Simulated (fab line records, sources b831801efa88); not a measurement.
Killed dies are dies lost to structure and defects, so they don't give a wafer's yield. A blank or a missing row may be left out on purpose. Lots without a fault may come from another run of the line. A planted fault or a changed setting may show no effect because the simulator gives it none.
One fault seen from 2 desks | flow gf180mcu | each desk has only its own numbers; what lay behind them comes last

THE TOOL OWNER'S DESK: pvd_sputter-02
The tool's own readings at GF_M4_SPUTTER_04 (material TiN, target thk 50 nm, time 41.7 s): means of the sampled wafers that have a number, for each lot that ran on this tool. A lot is out of limits, marked OUT, if its mean lies more than 4 standard deviations from the usual mean; the brackets give that distance.
Columns: A = throttle_valve_pct at GF_M4_SPUTTER_04, usual 30.0 %
lot  | first seen here | A
L639 | day 24 17:50    | 29.3
L640 | day 24 21:37    | 29.0
L649 | day 27 23:05    | 29.2
This desk's finding: nothing out of limits on any of the 3 lots.

THE METROLOGY DESK
What the gauges read, lot by lot, whatever tool the lot ran on: means of the sampled wafers that have a number. A lot is out of limits, marked OUT, if its mean lies more than 4 standard deviations from the usual mean; the brackets give that distance. Of its 9 readings 7 are shown: those that lie furthest out on some lot.
Columns: A = V3_W_RS at GF_V3_RS_MEAS_24, usual 0.330 ohm/sq; B = V3_W_THK at GF_V3_THK_MEAS_25, usual 352 nm; C = M4_ALCU_RS at GF_M4_RS_MEAS_05, usual 0.0697 ohm/sq; D = cd_nm at GF_M4_CD_MEAS_14, usual 280.3 nm; E = M4_OVL at GF_M4_OVL_MEAS_15, usual 3 nm; F = V4_CVD_00_THK at GF_V4_THK_MEAS_01, usual 598 nm; G = V4_BOW at GF_V4_BOW_MEAS_05, usual 134 um
lot  | first seen here | A     | B   | C      | D     | E  | F   | G
L636 | day 23 18:41    | 0.326 | 365 | 0.0694 | 279.8 | 8  | 596 | 122
L639 | day 24 17:11    | 0.327 | 350 | 0.0700 | 280.4 | 10 | 596 | 128
L640 | day 24 20:57    | 0.327 | 356 | 0.0693 | 280.2 | 2  | 603 | 132
L645 | day 26 15:34    | 0.331 | 352 | 0.0695 | 281.2 | 6  | 595 | 129
L649 | day 27 22:29    | 0.332 | 354 | 0.0698 | 278.6 | 1  | 591 | 140
L655 | day 29 12:14    | 0.334 | 344 | 0.0708 | 280.4 | -5 | 600 | 140
This desk's finding: nothing out of limits on any of the 6 lots.

PUT TOGETHER
The tool owner's desk saw nothing out of limits.
The metrology desk saw nothing out of limits.

WHAT THE SIMULATOR HAD PUT IN
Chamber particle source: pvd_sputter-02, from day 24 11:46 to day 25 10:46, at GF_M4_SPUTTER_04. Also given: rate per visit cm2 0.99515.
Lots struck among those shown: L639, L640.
